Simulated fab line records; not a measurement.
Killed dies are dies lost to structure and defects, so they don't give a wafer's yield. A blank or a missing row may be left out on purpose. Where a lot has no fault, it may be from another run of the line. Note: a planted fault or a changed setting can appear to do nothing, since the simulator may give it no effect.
2 desks, one fault || flow gf180mcu || only its own numbers are on each desk; what lay behind them is given at the end

## FOR THE TOOL OWNER'S DESK: pecvd-02
The tool's own readings at GF_PASSIVATION_CVD_00 (deposits SiO2 from TEOS, target thk 1000 nm, time 111.95 s): means of the sampled wafers that have a number, for each lot that ran on this tool. Marked OUT: a lot whose mean sits more than 4 standard deviations from the usual mean, which makes it out of limits; the brackets give that distance.
Columns: A = heater_power_w at GF_PASSIVATION_CVD_00, usual 705 W; B = run_length_s at GF_PASSIVATION_CVD_00, usual 140.0 s
{"lot": "L939", "first seen here": "day 31 01:00", "A": 784, "B": "142.2 (+4.2) OUT"}
{"lot": "L941", "first seen here": "day 31 14:48", "A": 812, "B": "144.1 (+7.9) OUT"}
This desk's verdict: out of limits on L939, L941, starting with L939 at day 31 01:00 (run_length_s at GF_PASSIVATION_CVD_00). In limits: none.

## FROM THE METROLOGY DESK
Lot by lot, what the gauges showed, no matter which tool ran the lot: averages of those sampled wafers that carry a number. Marked OUT: a lot whose mean sits more than 4 standard deviations from the usual mean, which makes it out of limits; the brackets give that distance.
Columns: A = cd_nm at GF_V4_CD_MEAS_14, usual 260.2 nm; B = V4_W_THK at GF_V4_THK_MEAS_25, usual 348 nm; C = M5_OVL at GF_M5_OVL_MEAS_08, usual 0 nm; D = PASSIVATION_CVD_00_THK at GF_PASSIVATION_THK_MEAS_01, usual 1003 nm
{"lot": "L930", "first seen here": "day 24 08:20", "A": 260.9, "B": 352, "C": -2, "D": 983}
{"lot": "L939", "first seen here": "day 27 14:07", "A": 260.1, "B": 351, "C": -2, "D": 1037}
{"lot": "L940", "first seen here": "day 28 03:21", "A": 258.9, "B": 349, "C": 3, "D": 1015}
{"lot": "L941", "first seen here": "day 28 05:26", "A": 259.8, "B": 349, "C": -8, "D": 1043}
{"lot": "L942", "first seen here": "day 28 15:01", "A": 260.8, "B": 344, "C": 2, "D": 1009}
{"lot": "L943", "first seen here": "day 28 20:07", "A": 261.1, "B": 343, "C": 3, "D": 999}
{"lot": "L945", "first seen here": "day 29 09:46", "A": 258.9, "B": 338, "C": -1, "D": 1002}
{"lot": "L947", "first seen here": "day 30 05:24", "A": 258.4, "B": 358, "C": 3, "D": 1001}
{"lot": "L948", "first seen here": "day 30 15:44", "A": 259.4, "B": 361, "C": -4, "D": 1005}
{"lot": "L949", "first seen here": "day 30 20:07", "A": 259.1, "B": 354, "C": 7, "D": 992}
{"lot": "L950", "first seen here": "day 30 20:28", "A": 261.3, "B": 343, "C": 0, "D": 995}
{"lot": "L951", "first seen here": "day 31 05:33", "A": 260.3, "B": 341, "C": -1, "D": 1011}
{"lot": "L952", "first seen here": "day 31 08:25", "A": 263.0, "B": 339, "C": -2, "D": 991}
Result from this desk: across the 13 lots, nothing is out of limits.

## BROUGHT TOGETHER
At day 31 01:00, on L939, L941, the tool owner's desk was in a position to raise an alarm.
Metrology desk: nothing out of limits seen.
The metrology desk has L939, L941 on record, within its limits.
The lots listed all ran GF_PASSIVATION_CVD_00 on pecvd-02.

## WHAT THE SIMULATOR HAD INSERTED
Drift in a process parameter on pecvd-02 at GF_PASSIVATION_CVD_00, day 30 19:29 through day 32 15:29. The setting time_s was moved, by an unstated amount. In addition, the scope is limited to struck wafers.
Struck lots among those shown: L939, L941.
Hours from the fault's start to each desk's first reading out of limits: the tool owner's desk, 6.
